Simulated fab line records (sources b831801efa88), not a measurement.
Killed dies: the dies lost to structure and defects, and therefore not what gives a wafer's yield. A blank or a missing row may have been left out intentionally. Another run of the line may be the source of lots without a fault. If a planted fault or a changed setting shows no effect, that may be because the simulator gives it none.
fab line records	flow sky130
record lots=24	wafers=72	lastDay=50
route steps=708 shown CONTACT@431 METAL2@489 CAPM@539 METAL5@677
lots untouched by any fault: they come from a run of this same line in which no faults occurred
startH: hours from the record's first day to the start of the lot's first wafer shown	waitH: time in hours since the lot's previous step	" as in the row above	L1.1+2: several wafers, shown together as one row	- no value, or no start given	* or withheld: withheld	< > ~ a bound
route shown NAME@n: NAME is a module with steps in the file, n the number in the route of the first one	usual: mean and standard deviation over wafers with no fault	same: alike in all rows	chamber/n: place in a boat	sites: the reading at each site	_std_site: the values' standard deviation	_edge_site: the outer-site mean with the inner-site mean subtracted	radiusMm: how far each site lies from the wafer's centre	mask NAME#n: copy n	behind: the tool/chamber that last shaped the wafer	hold: reason for holding the lot/hours on hold/outcome of the hold	device: the transistor (n, p or np) that didn't switch	end of line: tests run on the same wafers once the route is complete	step lacking rows: just its recipe	killed: dies that structure and defects cost at the first sort, which is not the same as the wafer's yield	map: a wafer's dies, marking killed ones x, the rest . and places with no die _
set.NAME: the setting the step ran with; set.NAME@STEP: the setting that earlier step ran with	model.NAME: the simulator's own value behind a step, which no gauge read
route steps across a sampled set of lots; one table per step, one row per wafer
services: a tool's chamber out of use, with start hour (startH, from the record's first day; less than 0 if before it), hours out, and reason
## steps
# step SKY_CONTACT_RS_MEAS_25
# recipe thkMeasGauge=four-point-probe	reads=W_of_CONTACT_CVD_24+TiN_of_CONTACT_SPUTTER_23
# usual CONTACT_W_RS=0.338/0.0041
lot.wafer	tool	chamber	startH	waitH	CONTACT_W_RS[ohm/sq]
L074.2	filmMetro-01	-	736.56	0.1	0.338
L074.4	"	-	"	"	0.335
L074.5	"	-	"	"	0.343
L075.1	filmMetro-01	-	748.88	0.1	0.339
L075.2	"	-	"	"	0.325
L075.4	"	-	"	"	0.334
L076.1	filmMetro-01	-	756.32	0.1	0.336
L076.2	"	-	"	"	0.342
L076.5	"	-	"	"	0.340
L077.1	filmMetro-02	-	757.54	0.1	0.336
L077.3	"	-	"	"	0.336
L077.4	"	-	"	"	0.340
L078.1	filmMetro-01	-	767.29	0.1	0.340
L078.3	"	-	"	"	0.341
L078.6	"	-	"	"	0.342
L079.1	filmMetro-01	-	777.13	0.1	0.332
L079.3	"	-	"	"	0.330
L079.6	"	-	"	"	0.330
L080.1	filmMetro-04	-	787.37	0.1	0.337
L080.3	"	-	"	"	0.334
L080.5	"	-	"	"	0.333
L081.1	filmMetro-01	-	792.40	0.1	0.340
L081.5	"	-	"	"	0.337
L081.6	"	-	"	"	0.340
L082.1	filmMetro-04	-	807.14	0.1	0.341
L082.4	"	-	"	"	0.339
L082.6	"	-	"	"	0.344
L083.1	filmMetro-02	-	815.85	0.2	0.336
L083.4	"	-	"	"	0.333
L083.5	"	-	"	"	0.336
L084.2	filmMetro-02	-	826.40	0.1	0.336
L084.3	"	-	"	"	0.339
L084.5	"	-	"	"	0.340
L085.1	filmMetro-04	-	836.84	0.1	0.343
L085.2	"	-	"	"	0.339
L085.3	"	-	"	"	0.340
L086.1	filmMetro-01	-	840.34	0.1	0.341
L086.3	"	-	"	"	0.341
L086.4	"	-	"	"	0.340
L087.2	filmMetro-04	-	844.07	0.1	0.342
L087.4	"	-	"	"	0.341
L087.5	"	-	"	"	0.341
L088.1	filmMetro-04	-	845.60	0.1	0.334
L088.2	"	-	"	"	0.331
L088.4	"	-	"	"	0.326
L089.1	filmMetro-02	-	856.91	0.2	0.343
L089.2	"	-	"	"	0.338
L089.3	"	-	"	"	0.339
L090.2	filmMetro-01	-	865.70	0.1	0.334
L090.5	"	-	"	"	0.335
L090.6	"	-	"	"	0.338
L091.2	filmMetro-04	-	878.01	0.1	0.344
L091.4	"	-	"	"	0.343
L091.6	"	-	"	"	0.348
L092.1	filmMetro-04	-	879.75	0.1	0.336
L092.4	"	-	"	"	0.343
L092.5	"	-	"	"	0.343
L093.3	filmMetro-04	-	884.63	0.1	0.338
L093.4	"	-	"	"	0.344
L093.6	"	-	"	"	0.337
L094.1	filmMetro-04	-	886.15	0.1	0.338
L094.3	"	-	"	"	0.339
L094.4	"	-	"	"	0.339
L095.2	filmMetro-04	-	897.36	0.1	0.335
L095.3	"	-	"	"	0.339
L095.6	"	-	"	"	0.332
L096.2	filmMetro-02	-	900.65	0.1	0.339
L096.4	"	-	"	"	0.343
L096.6	"	-	"	"	0.337
L097.1	filmMetro-01	-	915.89	0.1	0.346
L097.3	"	-	"	"	0.342
L097.4	"	-	"	"	0.339
# step SKY_METAL2_THK_MEAS_06
# recipe thkMeasGauge=xrf	reads=AlCu_of_METAL2_SPUTTER_02
# usual METAL2_ALCU_THK=250/3.1
lot.wafer	tool	chamber	startH	waitH	METAL2_ALCU_THK[nm]
L074.2	filmMetro-01	-	795.17	0.1	252
L074.4	"	-	"	"	250
L074.5	"	-	"	"	252
L075.1	filmMetro-03	-	805.37	0.1	252
L075.2	"	-	"	"	246
L075.4	"	-	"	"	249
L076.1	filmMetro-03	-	812.62	0.1	246
L076.2	"	-	"	"	249
L076.5	"	-	"	"	246
L077.1	filmMetro-03	-	814.37	0.1	246
L077.3	"	-	"	"	247
L077.4	"	-	"	"	245
L078.1	filmMetro-01	-	824.41	0.1	252
L078.3	"	-	"	"	247
L078.6	"	-	"	"	250
L079.1	filmMetro-04	-	834.15	0.1	247
L079.3	"	-	"	"	251
L079.6	"	-	"	"	251
L080.1	filmMetro-01	-	844.32	0.1	253
L080.3	"	-	"	"	254
L080.5	"	-	"	"	251
L081.1	filmMetro-01	-	848.16	0.1	254
L081.5	"	-	"	"	255
L081.6	"	-	"	"	250
L082.1	filmMetro-01	-	863.52	0.1	251
L082.4	"	-	"	"	251
L082.6	"	-	"	"	249
L083.1	filmMetro-04	-	871.77	0.1	254
L083.4	"	-	"	"	251
L083.5	"	-	"	"	253
L084.2	filmMetro-01	-	880.78	0.1	244
L084.3	"	-	"	"	249
L084.5	"	-	"	"	243
L085.1	filmMetro-04	-	892.41	0.1	253
L085.2	"	-	"	"	255
L085.3	"	-	"	"	255
L086.1	filmMetro-04	-	896.59	0.1	251
L086.3	"	-	"	"	252
L086.4	"	-	"	"	253
L087.2	filmMetro-03	-	898.58	0.1	249
L087.4	"	-	"	"	244
L087.5	"	-	"	"	251
L088.1	filmMetro-01	-	900.57	0.1	250
L088.2	"	-	"	"	248
L088.4	"	-	"	"	246
L089.1	filmMetro-01	-	911.36	0.1	248
L089.2	"	-	"	"	252
L089.3	"	-	"	"	251
L090.2	filmMetro-01	-	920.06	0.1	253
L090.5	"	-	"	"	251
L090.6	"	-	"	"	254
L091.2	filmMetro-04	-	932.99	0.1	253
L091.4	"	-	"	"	252
L091.6	"	-	"	"	252
L092.1	filmMetro-03	-	934.12	0.1	248
L092.4	"	-	"	"	248
L092.5	"	-	"	"	248
L093.3	filmMetro-01	-	937.99	0.1	250
L093.4	"	-	"	"	252
L093.6	"	-	"	"	247
L094.1	filmMetro-04	-	940.32	0.1	249
L094.3	"	-	"	"	248
L094.4	"	-	"	"	251
L095.2	filmMetro-03	-	951.34	0.1	249
L095.3	"	-	"	"	250
L095.6	"	-	"	"	248
L096.2	filmMetro-01	-	954.69	0.1	242
L096.4	"	-	"	"	249
L096.6	"	-	"	"	242
L097.1	filmMetro-01	-	969.61	0.1	252
L097.3	"	-	"	"	252
L097.4	"	-	"	"	249
# step SKY_METAL2_STRIP_20
# recipe chemistry=O2/N2	powerW=1400	pressureMtorr=1500	platenTempC=withheld	o2FlowSccm=3000	n2FlowSccm=300	overashFraction=0.5
# usual drypumpMotorCurrentA=5.4/0.37	oesProductAu=0.343/0.0053	stripTimeToEndpointS=2.70/0.053
lot.wafer	tool	chamber	startH	waitH	drypumpMotorCurrentA	oesProductAu	rfHoursCounterH	stripTimeToEndpointS
L074.2	plasmaAsher-01	1	821.87	0.1	5.6	0.340	7	2.66
L074.4	"	1	"	"	5.6	0.339	-	2.65
L074.5	"	1	"	"	5.6	0.333	-	2.62
L075.1	plasmaAsher-03	0	832.02	0.1	5.6	0.337	72	2.67
L075.2	"	1	"	"	5.5	0.343	72	2.67
L075.4	"	1	"	"	5.5	0.354	-	2.66
L076.1	plasmaAsher-01	0	839.28	0.1	5.8	0.356	9	2.77
L076.2	"	1	"	"	5.6	0.342	9	2.67
L076.5	"	0	"	"	5.9	0.342	-	2.64
L077.1	plasmaAsher-03	1	841.28	0.1	5.5	0.347	73	2.68
L077.3	"	0	"	"	5.6	0.351	-	2.79
L077.4	"	1	"	"	5.5	0.334	-	2.68
L078.1	plasmaAsher-04	1	851.22	0.1	5.4	0.339	103	2.64
L078.3	"	0	"	"	4.8	0.340	-	2.75
L078.6	"	1	"	"	5.4	0.348	-	2.76
L079.1	plasmaAsher-01	1	859.92	0.1	5.7	0.345	11	2.68
L079.3	"	0	"	"	5.9	0.331	-	2.67
L079.6	"	0	"	"	5.9	0.347	-	2.69
L080.1	plasmaAsher-01	1	870.03	0.1	5.7	0.349	12	2.73
L080.3	"	1	"	"	5.7	0.345	-	2.74
L080.5	"	0	"	"	5.8	0.345	-	2.65
L081.1	plasmaAsher-03	0	874.77	0.1	5.6	0.345	76	2.67
L081.5	"	1	"	"	5.5	0.344	-	2.69
L081.6	"	0	"	"	5.6	0.340	-	2.74
L082.1	plasmaAsher-04	1	889.33	0.1	5.4	0.351	108	2.80
L082.4	"	1	"	"	5.4	0.336	-	2.70
L082.6	"	1	"	"	5.4	0.344	-	2.75
L083.1	plasmaAsher-01	1	897.28	0.1	5.7	0.343	14	2.62
L083.4	"	0	"	"	5.8	0.339	-	2.71
L083.5	"	1	"	"	5.6	0.340	-	2.66
L084.2	plasmaAsher-03	0	906.33	0.1	5.6	0.331	79	2.59
L084.3	"	1	"	"	5.5	0.338	-	2.68
L084.5	"	1	"	"	5.5	0.338	-	2.58
L085.1	plasmaAsher-04	1	918.71	0.1	5.4	0.339	111	2.72
L085.2	"	0	"	"	4.7	0.343	111	2.71
L085.3	"	1	"	"	5.4	0.343	-	2.71
L086.1	plasmaAsher-01	1	922.37	0.1	5.6	0.340	16	2.69
L086.3	"	1	"	"	5.7	0.340	-	2.70
L086.4	"	0	"	"	5.8	0.346	-	2.78
L087.2	plasmaAsher-01	1	924.43	0.1	5.7	0.348	17	2.63
L087.4	"	0	"	"	5.9	0.339	-	2.64
L087.5	"	0	"	"	5.8	0.345	-	2.70
L088.1	plasmaAsher-04	1	926.22	0.1	5.4	0.347	112	2.67
L088.2	"	0	"	"	4.7	0.343	112	2.63
L088.4	"	1	"	"	5.4	0.336	-	2.66
L089.1	plasmaAsher-04	1	935.57	0.1	5.4	0.345	113	2.74
L089.2	"	0	"	"	4.7	0.346	113	2.76
L089.3	"	0	"	"	4.7	0.340	-	2.74
L090.2	plasmaAsher-01	0	944.68	0.1	5.8	0.347	19	2.71
L090.5	"	1	"	"	5.7	0.346	-	2.75
L090.6	"	0	"	"	5.9	0.339	-	2.71
L091.2	plasmaAsher-04	0	957.67	0.1	4.8	0.343	115	2.63
L091.4	"	0	"	"	4.7	0.335	-	2.63
L091.6	"	0	"	"	4.8	0.343	-	2.79
L092.1	plasmaAsher-03	1	959.77	0.1	5.5	0.351	85	2.80
L092.4	"	0	"	"	5.6	0.354	-	2.81
L092.5	"	0	"	"	5.6	0.343	-	2.79
L093.3	plasmaAsher-04	1	961.61	0.1	5.4	0.341	-	2.60
L093.4	"	0	"	"	4.7	0.348	-	2.68
L093.6	"	0	"	"	4.7	0.347	-	2.71
L094.1	plasmaAsher-03	1	964.03	0.1	5.5	0.353	85	2.75
L094.3	"	1	"	"	5.5	0.330	-	2.67
L094.4	"	0	"	"	5.6	0.346	-	2.74
L095.2	plasmaAsher-03	0	976.02	0.1	5.6	0.343	86	2.64
L095.3	"	1	"	"	5.5	0.345	-	2.70
L095.6	"	1	"	"	5.5	0.341	-	2.76
L096.2	plasmaAsher-04	0	979.12	0.1	4.8	0.341	117	2.75
L096.4	"	1	"	"	5.4	0.349	-	2.79
L096.6	"	0	"	"	4.7	0.337	-	2.66
L097.1	plasmaAsher-04	1	994.33	0.1	5.4	0.339	118	2.64
L097.3	"	0	"	"	4.7	0.345	-	2.73
L097.4	"	1	"	"	5.3	0.344	-	2.64
# step SKY_CAPM_SPUTTER_02
# recipe material=TiN	targetThkNm=200	tempC=300	powerW=6500	timeS=166.7	chamberPressurePa=0.4
# usual throttleValvePct=29.8/0.98
# same timeS=166.7
lot.wafer	tool	chamber	startH	waitH	throttleValvePct
L074.2	pvdSputter-04	-	849.89	0.0	30.8
L074.4	"	-	"	"	29.2
L074.5	"	-	"	"	29.0
L075.1	pvdSputter-02	-	861.24	0.1	31.1
L075.2	"	-	"	"	30.3
L075.4	"	-	"	"	28.9
L076.1	pvdSputter-01	-	867.89	0.1	28.9
L076.2	"	-	"	"	29.2
L076.5	"	-	"	"	29.2
L077.1	pvdSputter-04	-	870.50	0.1	30.6
L077.3	"	-	"	"	31.0
L077.4	"	-	"	"	29.6
L078.1	pvdSputter-04	-	880.12	0.1	30.7
L078.3	"	-	"	"	30.9
L078.6	"	-	"	"	31.0
L079.1	pvdSputter-04	-	888.45	0.1	31.2
L079.3	"	-	"	"	30.5
L079.6	"	-	"	"	30.6
L080.1	pvdSputter-01	-	898.14	0.1	30.7
L080.3	"	-	"	"	29.3
L080.5	"	-	"	"	28.5
L081.1	pvdSputter-04	-	902.60	0.1	28.9
L081.5	"	-	"	"	30.7
L081.6	"	-	"	"	29.0
L082.1	pvdSputter-01	-	917.60	0.1	28.6
L082.4	"	-	"	"	30.8
L082.6	"	-	"	"	28.8
L083.1	pvdSputter-01	-	926.20	0.1	29.4
L083.4	"	-	"	"	28.6
L083.5	"	-	"	"	28.5
L084.2	pvdSputter-01	-	934.34	0.0	30.7
L084.3	"	-	"	"	28.3
L084.5	"	-	"	"	29.0
L085.1	pvdSputter-04	-	946.45	0.1	29.7
L085.2	"	-	"	"	29.4
L085.3	"	-	"	"	31.1
L086.1	pvdSputter-01	-	951.60	0.1	29.2
L086.3	"	-	"	"	30.9
L086.4	"	-	"	"	28.5
L087.2	pvdSputter-01	-	953.10	0.0	29.3
L087.4	"	-	"	"	28.6
L087.5	"	-	"	"	29.4
L088.1	pvdSputter-04	-	954.36	0.1	29.2
L088.2	"	-	"	"	29.5
L088.4	"	-	"	"	31.3
L089.1	pvdSputter-04	-	962.39	0.1	29.3
L089.2	"	-	"	"	31.1
L089.3	"	-	"	"	29.5
L090.2	pvdSputter-04	-	971.60	0.0	31.1
L090.5	"	-	"	"	31.1
L090.6	"	-	"	"	29.4
L091.2	pvdSputter-04	-	985.95	0.0	29.6
L091.4	"	-	"	"	30.4
L091.6	"	-	"	"	29.2
L092.1	pvdSputter-04	-	986.93	0.1	31.3
L092.4	"	-	"	"	29.7
L092.5	"	-	"	"	29.6
L093.3	pvdSputter-01	-	988.78	0.0	29.1
L093.4	"	-	"	"	30.5
L093.6	"	-	"	"	28.7
L094.1	pvdSputter-02	-	990.26	0.1	31.5
L094.3	"	-	"	"	28.7
L094.4	"	-	"	"	30.2
L095.2	pvdSputter-01	-	1003.30	0.0	30.9
L095.3	"	-	"	"	28.5
L095.6	"	-	"	"	29.3
L096.2	pvdSputter-04	-	1005.90	0.0	29.5
L096.4	"	-	"	"	29.3
L096.6	"	-	"	"	30.6
L097.1	pvdSputter-01	-	1020.25	0.1	28.7
L097.3	"	-	"	"	30.6
L097.4	"	-	"	"	29.3
# step SKY_CAPM_RS_MEAS_03
# recipe thkMeasGauge=four-point-probe	reads=TiN_of_CAPM_SPUTTER_02
# usual CAPM_TIN_RS=6.94/0.077
lot.wafer	tool	chamber	startH	waitH	CAPM_TIN_RS[ohm/sq]
L074.2	filmMetro-03	-	850.02	0.1	6.89
L074.4	"	-	"	"	6.91
L074.5	"	-	"	"	6.89
L075.1	filmMetro-04	-	861.35	0.1	7.17
L075.2	"	-	"	"	7.15
L075.4	"	-	"	"	7.15
L076.1	filmMetro-03	-	868.00	0.1	6.96
L076.2	"	-	"	"	6.91
L076.5	"	-	"	"	6.86
L077.1	filmMetro-03	-	870.61	0.1	6.84
L077.3	"	-	"	"	6.88
L077.4	"	-	"	"	6.85
L078.1	filmMetro-02	-	880.23	0.1	6.92
L078.3	"	-	"	"	6.86
L078.6	"	-	"	"	6.92
L079.1	filmMetro-02	-	888.56	0.1	6.95
L079.3	"	-	"	"	7.02
L079.6	"	-	"	"	7.02
L080.1	filmMetro-02	-	898.25	0.1	6.83
L080.3	"	-	"	"	6.94
L080.5	"	-	"	"	6.95
L081.1	filmMetro-03	-	902.71	0.1	7.00
L081.5	"	-	"	"	7.01
L081.6	"	-	"	"	6.96
L082.1	filmMetro-02	-	917.71	0.1	7.01
L082.4	"	-	"	"	6.88
L082.6	"	-	"	"	6.98
L083.1	filmMetro-04	-	926.31	0.1	6.87
L083.4	"	-	"	"	6.89
L083.5	"	-	"	"	6.98
L084.2	filmMetro-04	-	934.47	0.1	6.82
L084.3	"	-	"	"	6.87
L084.5	"	-	"	"	6.93
L085.1	filmMetro-04	-	946.56	0.1	6.92
L085.2	"	-	"	"	6.90
L085.3	"	-	"	"	6.93
L086.1	filmMetro-03	-	951.71	0.1	7.08
L086.3	"	-	"	"	7.01
L086.4	"	-	"	"	7.00
L087.2	filmMetro-04	-	953.23	0.1	7.02
L087.4	"	-	"	"	7.17
L087.5	"	-	"	"	7.08
L088.1	filmMetro-02	-	954.47	0.1	6.98
L088.2	"	-	"	"	6.94
L088.4	"	-	"	"	6.89
L089.1	filmMetro-03	-	962.50	0.1	6.95
L089.2	"	-	"	"	6.88
L089.3	"	-	"	"	6.91
L090.2	filmMetro-02	-	971.73	0.1	6.87
L090.5	"	-	"	"	6.91
L090.6	"	-	"	"	6.87
L091.2	filmMetro-03	-	986.08	0.1	6.93
L091.4	"	-	"	"	6.94
L091.6	"	-	"	"	6.94
L092.1	filmMetro-02	-	987.04	0.1	6.86
L092.4	"	-	"	"	6.85
L092.5	"	-	"	"	6.90
L093.3	filmMetro-04	-	988.93	0.1	6.86
L093.4	"	-	"	"	6.84
L093.6	"	-	"	"	6.89
L094.1	filmMetro-03	-	990.37	0.1	7.02
L094.3	"	-	"	"	6.99
L094.4	"	-	"	"	6.98
L095.2	filmMetro-03	-	1003.43	0.1	6.92
L095.3	"	-	"	"	6.95
L095.6	"	-	"	"	6.92
L096.2	filmMetro-04	-	1006.03	0.1	6.91
L096.4	"	-	"	"	6.89
L096.6	"	-	"	"	6.95
L097.1	filmMetro-04	-	1020.36	0.1	6.91
L097.3	"	-	"	"	6.90
L097.4	"	-	"	"	6.88
# step SKY_METAL5_STRIP_16
# recipe chemistry=O2/N2	powerW=1400	pressureMtorr=1500	platenTempC=withheld	o2FlowSccm=3000	n2FlowSccm=300	overashFraction=0.5
# usual drypumpMotorCurrentA=5.4/0.35	oesProductAu=0.710/0.0048	stripTimeToEndpointS=13.02/0.14
lot.wafer	tool	chamber	startH	waitH	drypumpMotorCurrentA	oesProductAu	rfHoursCounterH	stripTimeToEndpointS
L074.2	plasmaAsher-03	1	1029.86	0.2	5.5	0.712	91	13.03
L074.4	"	0	"	"	5.6	0.708	-	12.99
L074.5	"	1	"	"	5.5	0.714	-	13.22
L075.1	plasmaAsher-03	1	1037.56	0.2	5.5	0.711	92	13.15
L075.2	"	0	"	"	5.6	0.708	92	13.26
L075.4	"	1	"	"	5.5	0.716	-	13.28
L076.1	plasmaAsher-01	1	1045.36	0.2	5.6	0.710	28	12.93
L076.2	"	0	"	"	5.8	0.711	28	12.81
L076.5	"	0	"	"	5.8	0.700	-	12.88
L077.1	plasmaAsher-03	1	1048.41	0.2	5.5	0.714	93	13.00
L077.3	"	0	"	"	5.6	0.702	-	12.98
L077.4	"	1	"	"	5.5	0.704	-	12.87
L078.1	plasmaAsher-03	1	1056.35	0.2	5.5	0.713	94	12.88
L078.3	"	1	"	"	5.5	0.715	-	12.78
L078.6	"	1	"	"	5.5	0.717	-	12.78
L079.1	plasmaAsher-01	1	1061.41	0.2	5.7	0.712	30	13.23
L079.3	"	0	"	"	5.8	0.714	-	13.33
L079.6	"	1	"	"	5.7	0.715	-	13.10
L080.1	plasmaAsher-03	0	1071.79	0.2	5.6	0.707	96	13.02
L080.3	"	1	"	"	5.5	0.700	-	12.92
L080.5	"	0	"	"	5.6	0.705	-	12.82
L081.1	plasmaAsher-01	1	1076.15	0.2	5.7	0.710	31	13.09
L081.5	"	0	"	"	5.9	0.707	-	13.11
L081.6	"	1	"	"	5.7	0.714	-	13.13
L082.1	plasmaAsher-04	0	1088.10	0.2	4.8	0.714	2	13.09
L082.4	"	1	"	"	5.4	0.703	-	13.17
L082.6	"	0	"	"	4.7	0.712	-	13.08
L083.1	plasmaAsher-04	0	1093.90	0.2	4.7	0.718	3	13.03
L083.4	"	0	"	"	4.7	0.717	-	13.13
L083.5	"	0	"	"	4.7	0.715	-	13.07
L084.2	plasmaAsher-04	1	1100.50	0.2	5.4	0.705	4	13.23
L084.3	"	1	"	"	5.4	0.709	-	13.09
L084.5	"	0	"	"	4.7	0.703	-	13.16
L085.1	plasmaAsher-04	0	1111.91	0.2	4.7	0.714	5	12.96
L085.2	"	1	"	"	5.4	0.714	5	13.20
L085.3	"	0	"	"	4.7	0.716	-	13.03
L086.1	plasmaAsher-04	1	1115.56	0.2	5.4	0.704	5	13.06
L086.3	"	1	"	"	5.4	0.712	-	13.08
L086.4	"	0	"	"	4.7	0.710	-	12.94
L087.2	plasmaAsher-03	0	1115.90	0.2	5.6	0.712	100	12.92
L087.4	"	0	"	"	5.6	0.712	-	13.20
L087.5	"	0	"	"	5.6	0.705	-	12.89
L088.1	plasmaAsher-03	0	1117.36	0.2	5.6	0.706	100	12.82
L088.2	"	1	"	"	5.5	0.710	100	12.82
L088.4	"	0	"	"	5.6	0.711	-	12.90
L089.1	plasmaAsher-03	1	1124.90	0.2	5.5	0.712	101	12.97
L089.2	"	0	"	"	5.6	0.706	101	12.96
L089.3	"	0	"	"	5.6	0.711	-	12.92
L090.2	plasmaAsher-03	1	1130.45	0.2	5.5	0.714	102	12.92
L090.5	"	1	"	"	5.5	0.704	-	13.04
L090.6	"	0	"	"	5.6	0.704	-	12.95
L091.2	plasmaAsher-01	0	1143.10	0.2	5.8	0.716	38	12.91
L091.4	"	0	"	"	5.8	0.705	-	12.94
L091.6	"	0	"	"	5.8	0.705	-	12.89
L092.1	plasmaAsher-03	0	1144.15	0.2	5.6	0.708	103	13.17
L092.4	"	1	"	"	5.5	0.712	-	13.14
L092.5	"	1	"	"	5.5	0.716	-	13.01
L093.3	plasmaAsher-04	1	1144.49	0.1	5.4	0.718	-	12.80
L093.4	"	0	"	"	4.7	0.719	-	13.19
L093.6	"	1	"	"	5.4	0.707	-	13.16
L094.1	plasmaAsher-04	1	1146.65	0.2	5.4	0.705	8	12.82
L094.3	"	0	"	"	4.7	0.712	-	12.83
L094.4	"	1	"	"	5.4	0.700	-	13.14
L095.2	plasmaAsher-04	1	1157.90	0.2	5.4	0.701	9	13.13
L095.3	"	1	"	"	5.4	0.711	-	13.12
L095.6	"	1	"	"	5.4	0.711	-	12.99
L096.2	plasmaAsher-04	0	1160.10	0.2	4.7	0.716	10	12.95
L096.4	"	0	"	"	4.7	0.716	-	13.03
L096.6	"	1	"	"	5.4	0.716	-	12.98
L097.1	plasmaAsher-04	1	1168.85	0.2	5.4	0.718	10	12.84
L097.3	"	1	"	"	5.4	0.707	-	12.84
L097.4	"	0	"	"	4.7	0.709	-	12.97
## services
tool	chamber	startH	hours	kind
pvdSputter-04	-	804.81	5.1	repair
plasmaAsher-01	-	850.24	3.6	repair
plasmaAsher-01	-	886.70	4.5	repair
plasmaAsher-03	-	887.98	2.4	repair
pvdSputter-04	-	932.89	11.4	repair
plasmaAsher-04	-	944.42	2.7	repair
pvdSputter-04	-	949.14	3.7	repair
pvdSputter-02	-	952.40	1.0	repair
pvdSputter-04	2	987.04	-	consumableReplace:kit
plasmaAsher-03	-	1009.94	2.8	pm
pvdSputter-01	-	1035.01	0.6	repair
plasmaAsher-04	-	1045.42	1.6	repair
plasmaAsher-04	-	1055.25	9.0	pm
plasmaAsher-04	0	1055.25	9.0	ventCycle
plasmaAsher-04	1	1055.25	9.0	ventCycle
plasmaAsher-04	0	1064.25	-	clean
plasmaAsher-04	1	1064.25	-	clean
plasmaAsher-01	-	1064.87	1.6	repair
pvdSputter-01	-	1070.61	1.1	repair
pvdSputter-01	-	1105.64	2.1	repair
plasmaAsher-03	-	1110.73	1.4	repair
plasmaAsher-01	-	1112.17	6.4	repair
plasmaAsher-04	-	1137.33	2.8	pm
pvdSputter-01	-	1155.14	6.2	repair
## key
fault none
